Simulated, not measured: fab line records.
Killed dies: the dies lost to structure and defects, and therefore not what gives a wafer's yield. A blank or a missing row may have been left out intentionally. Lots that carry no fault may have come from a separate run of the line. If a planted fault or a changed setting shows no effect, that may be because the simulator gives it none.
Which tool is to blame? ; flow gf180mcu ; 6 lots with 18 wafers sampled at 4 steps, on a route of 602 steps

== WHAT THE GAUGES READ, wafer by wafer ==
GF_VT_IMPLANT_TW_MEAS_43.
lot;measured;on;VT_IMPLANT_4_TW
L283;day 7 16:53;film-metro-03;685 689 685
L287;day 9 01:05;film-metro-04;703 707 701
L291;day 10 02:29;film-metro-03;689 688 687
L293;day 10 16:38;film-metro-04;870 865 864 875 870 868
L302;day 13 07:53;film-metro-01;841 839 844 841 844 843
L304;day 13 16:20;film-metro-01;674 671 671

== WHAT TOOL EACH LOT RAN ON (gives the tool, then ch and the chambers of the sampled wafers, and finally the start) ==
lot;GF_MVPSD_STRIP_10;GF_VT_IMPLANT_STRIP_20;GF_VT_IMPLANT_IMPLANT_41
L283;plasma-asher-03 ch 0,1, day 5 05:26;plasma-asher-01 ch 0, day 6 10:07;implanter-03 ch 0, day 7 16:38
L287;plasma-asher-01 ch 0,1, day 6 09:08;plasma-asher-04 ch 0,1, day 7 15:55;implanter-03 ch 0, day 9 00:52
L291;plasma-asher-04 ch 0,1, day 7 07:20;plasma-asher-02 ch 0,1, day 8 16:07;implanter-02 ch 0, day 10 02:14
L293;plasma-asher-03 ch 0,1, day 7 20:20;plasma-asher-01 ch 0,1, day 9 05:52;implanter-04 ch 0, day 10 16:01
L302;plasma-asher-04 ch 0,1, day 10 02:24;plasma-asher-02 ch 0,1, day 11 15:53;implanter-03 ch 0, day 13 07:19
L304;plasma-asher-04 ch 0,1, day 10 11:15;plasma-asher-04 ch 0,1, day 12 00:35;implanter-03 ch 0, day 13 16:05
- GF_MVPSD_STRIP_10: strips in O2/N2.
- GF_VT_IMPLANT_STRIP_20: strips in O2/N2.
- GF_VT_IMPLANT_IMPLANT_41

== THE ANSWER, worked out from the rows above alone ==
Rule: the lots themselves supply what counts as usual. The widest of any qualifying gaps counts: lots, ordered by their means at a reading, are off when they make up no more than a third of the lots, leave a main group of 4 or more, and stand apart from it by 3 or more times the standard deviation of that group's means. A main group whose means are all the same, to the digits that the tables above print for the reading, isn't used. Also off: a lot with no number at a reading for which 4 or more lots have one. All remaining lots with rows at the step are treated as sound.
Off: L293, L302, seen at GF_VT_IMPLANT_TW_MEAS_43 (VT_IMPLANT_4_TW). Main group: mean 688, sd 11.
A tool fits if, at a process step before that reading, it ran every lot that is off, and no sound lot after the first of them. The gauges at GF_VT_IMPLANT_TW_MEAS_43 are tried like those tools. No candidate that was tried fits.

== WHAT THE SIMULATOR HAD INSERTED ==
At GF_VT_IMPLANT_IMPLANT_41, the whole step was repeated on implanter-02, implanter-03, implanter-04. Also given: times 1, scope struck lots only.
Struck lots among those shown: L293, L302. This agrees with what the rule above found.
